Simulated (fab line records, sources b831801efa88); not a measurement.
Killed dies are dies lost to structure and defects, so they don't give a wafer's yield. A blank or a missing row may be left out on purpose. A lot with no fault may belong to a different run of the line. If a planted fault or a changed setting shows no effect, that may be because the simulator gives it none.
Chamber matching :: flow sky130 :: SKY_VIA3_CMP_02 on cmp-02 has 4 sister chambers
The step polishes SiO2. 4 wafers are shown with their chamber, then 12 later ones without.

WAFERS WITH THEIR CHAMBER
wafer: L084.1
chamber: 0
motor current A (A): 11.7

wafer: L084.3
chamber: 3
motor current A (A): 11.3

wafer: L086.2
chamber: 2
motor current A (A): 11.0

wafer: L086.6
chamber: 1
motor current A (A): 13.0

WAFERS WHOSE CHAMBER IS MISSING
wafer: L087.3
motor current A (A): 11.3

wafer: L087.5
motor current A (A): 12.6

wafer: L087.6
motor current A (A): 12.6

wafer: L088.1
motor current A (A): 12.3

wafer: L088.3
motor current A (A): 11.5

wafer: L088.6
motor current A (A): 11.2

wafer: L097.1
motor current A (A): 12.8

wafer: L097.3
motor current A (A): 11.1

wafer: L097.6
motor current A (A): 12.5

wafer: L096.1
motor current A (A): 12.1

wafer: L096.5
motor current A (A): 11.1

wafer: L096.6
motor current A (A): 12.6

EACH ONE'S CHAMBER
wafer: L087.3
from the rows above: can't be placed: 3 or 2 or 0
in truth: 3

wafer: L087.5
from the rows above: can't be placed: 1 or 0
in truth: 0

wafer: L087.6
from the rows above: can't be placed: 1 or 0
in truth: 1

wafer: L088.1
from the rows above: can't be placed: 0 or 1 or 3
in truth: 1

wafer: L088.3
from the rows above: can't be placed: 0 or 3 or 2
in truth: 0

wafer: L088.6
from the rows above: can't be placed: 3 or 2 or 0
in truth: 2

wafer: L097.1
from the rows above: 1
in truth: 1

wafer: L097.3
from the rows above: can't be placed: 2 or 3 or 0
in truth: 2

wafer: L097.6
from the rows above: can't be placed: 1 or 0
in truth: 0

wafer: L096.1
from the rows above: can't be placed: 0 or 3 or 1
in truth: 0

wafer: L096.5
from the rows above: can't be placed: 2 or 3 or 0
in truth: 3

wafer: L096.6
from the rows above: can't be placed: 1 or 0
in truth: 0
Placed correctly: 1 of 12. Cannot be placed on the basis of these rows: 11; the candidates contain the true chamber in 11. Wrongly placed: 0.
How it was worked out, from the rows above alone: a wafer's distance from a chamber is the root of the sum, over the readings, of the square of ((its reading less the chamber's mean) divided by the reading's scatter). If the next closest chamber is less than 2 further off than the closest, the wafer can't be placed; otherwise it belongs to the closest. Each chamber's mean is taken over the wafers shown for it. The scatter: with one shown wafer a chamber, the root of the mean of the squares of how far each hidden wafer lies from its nearest shown one.
